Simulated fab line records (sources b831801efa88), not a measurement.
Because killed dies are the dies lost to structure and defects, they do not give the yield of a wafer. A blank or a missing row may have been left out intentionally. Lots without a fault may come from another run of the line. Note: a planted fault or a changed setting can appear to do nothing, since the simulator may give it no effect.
A lot that was struck, set against a sound lot ; flow gf180mcu ; 14 out of 602 route steps
Sound: the wafers L609.3, L609.4, L609.6. Struck: wafers L614.4, L614.5, L614.6. The cause comes at the end.
Per side, at each step with rows, come the tool, then ch with its chambers, and then its first start. Under that, the readings that differ: sound wafers ; struck wafers ; difference of the means ; sigmas: that difference in standard deviations of wafers without a fault.
alike: words and numbers the same on both sides, and readings whose means are apart by under 2 such deviations; not compared: readings that were withheld, readings missing a value for some wafer, numbers with overlapping values and no deviation given by the record, and bounds like >300 which may hide the same value.
The two part at a step that has a row with sigmas, a row that says differs or no value, or rows on one side only. Non-overlapping numbers with no deviation appear without sigmas and do not part them. A reading that every wafer of one side lacks parts them only if that side has two wafers or more.

GF_V1_CMP_26: polishes, stops on SiO2, t overpolish 15 s, target thk 0 nm.
  sound on cmp-02 ch 0,1, day 22 19:18; struck on cmp-02 ch 2,3, day 24 05:08
  alike: edge-zone-pressure-frac, motor-current-A, overpolish-run-s, platen-rpm, time-to-endpoint-s
GF_M2_SPUTTER_00: material Ti, target thk 37.5 nm, time 150 s.
  sound: pvd-sputter-04 at day 22 19:36; struck: pvd-sputter-03 at day 24 05:26
  alike: throttle-valve-pct
GF_M2_SPUTTER_01: material TiN, target thk 30 nm, time 25 s.
  sound: pvd-sputter-04 at day 22 19:42; struck: pvd-sputter-03 at day 24 05:32
  alike: throttle-valve-pct
then, 1 step without rows for these wafers: GF_M2_SPUTTER_02 (material AlCu, target thk 450 nm, time 23.9 s).
GF_M2_SPUTTER_03: material Ti, target thk 10 nm, time 6.7 s.
  sound: pvd-sputter-04 at day 22 19:46; struck: pvd-sputter-03 at day 24 05:35
  alike: throttle-valve-pct
GF_M2_SPUTTER_04: material TiN, target thk 50 nm, time 41.7 s.
  sound: pvd-sputter-04 at day 22 19:47; struck: pvd-sputter-03 at day 24 05:37
  alike: throttle-valve-pct
GF_M2_RS_MEAS_05: measurement is done with a four-point probe.
  sound: film-metro-01 at day 22 19:52; struck: film-metro-01 at day 24 05:43
  alike: M2_ALCU_RS
GF_M2_THK_MEAS_06: measures by xrf.
  sound: film-metro-01 at day 22 19:58; struck: film-metro-01 at day 24 05:48
  alike: M2_ALCU_THK
then, 4 steps without rows for these wafers: GF_M2_DEHYDRATE_07 (time 60 s); GF_M2_HMDS_08 (prime time 60 s); GF_M2_COAT_09 (resist thk 1000 nm); GF_M2_SOFTBAKE_10 (time 60 s).
GF_M2_EXPOSE_11: exposes mask Metal2, target cd 280 nm.
  struck on krf-scanner-02, day 24 16:42; sound on krf-scanner-02 ch 0, day 23 07:35
  no value came back on the struck wafers for exposure-dose-mJ-cm2, focus-offset-nm (nm), stage-vel-mm-s (mm/s); on the sound wafers exposure-dose-mJ-cm2 reads 28.041 28.029 28.004
  alike: mask
then, 1 step without rows for these wafers: GF_M2_PEB_12 (peb time 90 s).

WHERE THEY PART
At GF_M2_EXPOSE_11 and nowhere else, as far as this record goes.

WHY: what had been put in by the simulator
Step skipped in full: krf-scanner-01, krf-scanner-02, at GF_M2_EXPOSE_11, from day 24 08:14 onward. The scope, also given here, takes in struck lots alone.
